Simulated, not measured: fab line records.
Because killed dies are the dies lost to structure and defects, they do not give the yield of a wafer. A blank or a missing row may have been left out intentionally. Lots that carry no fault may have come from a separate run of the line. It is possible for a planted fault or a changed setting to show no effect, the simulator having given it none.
Which of the tools did it? -- flow sky130 -- 36 wafers from 12 lots sampled at 2 of the route's 708 steps

## WHAT EACH GAUGE READ, for each wafer
SKY_VIA2_THK_MEAS_01.
lot,measured,on,VIA2_HDPCVD_THK (nm)
L075,day 35 15:43,film metro-04,1176 1167 1162
L077,day 36 06:27,film metro-03,1181 1194 1196
L079,day 37 11:58,film metro-02,1185 1183 1181
L081,day 37 14:25,film metro-04,1179 1174 1176
L083,day 38 04:29,film metro-03,1194 1195 1196
L086,day 39 01:32,film metro-02,1177 1198 1202
L087,day 39 12:20,film metro-04,1210 1187 1197
L089,day 40 08:31,film metro-04,1188 1197 1199
L091,day 40 19:04,film metro-03,1191 1195 1195
L093,day 41 00:58,film metro-02,1175 1174 1184
L095,day 41 16:10,film metro-03,1165 1182 1165
L096,day 43 17:58,film metro-04,1164 1182 1159

## EACH LOT AND THE TOOL THAT RAN IT (in order: tool; ch and the chambers of the sampled wafers; start)
lot,SKY_CONTACT_CMP_27
L075,"cmp-02 ch 0,3, day 32 02:23"
L077,"cmp-02 ch 1,2, day 32 18:45"
L079,"cmp-02 ch 1,2, day 34 01:35"
L081,"cmp-01 ch 0,1,2, day 34 03:21"
L083,"cmp-02 ch 0,1,2, day 34 17:46"
L086,"cmp-02 ch 0,1,3, day 35 14:46"
L087,"cmp-01 ch 0,1,3, day 36 02:30"
L089,"cmp-02 ch 1,2,3, day 36 22:41"
L091,"cmp-02 ch 0,3, day 37 11:24"
L093,"cmp-02 ch 1,2, day 37 17:44"
L095,"cmp-02 ch 0,3, day 38 08:31"
L096,"cmp-01 ch 0,2,3, day 40 14:48"
- SKY_CONTACT_CMP_27: polishes, stops on SiO2, t overpolish 15 s, target thk 0 nm.

## THE ANSWER, worked out from the rows above alone
Rule: usual is defined by the lots themselves. The widest of any qualifying gaps counts: lots, ordered by their means at a reading, are off when they make up no more than a third of the lots, leave a main group of 4 or more, and stand apart from it by 3 or more times the standard deviation of that group's means. Not used: any main group whose means are identical at the precision the tables above print for the reading. A lot without any number at a reading at which 4 lots or more have one is off too. Any other lot the step has rows for is counted as sound.
No lot is off on any of the readings shown, so nothing can be concluded from this.

## WHAT THE SIMULATOR PUT IN
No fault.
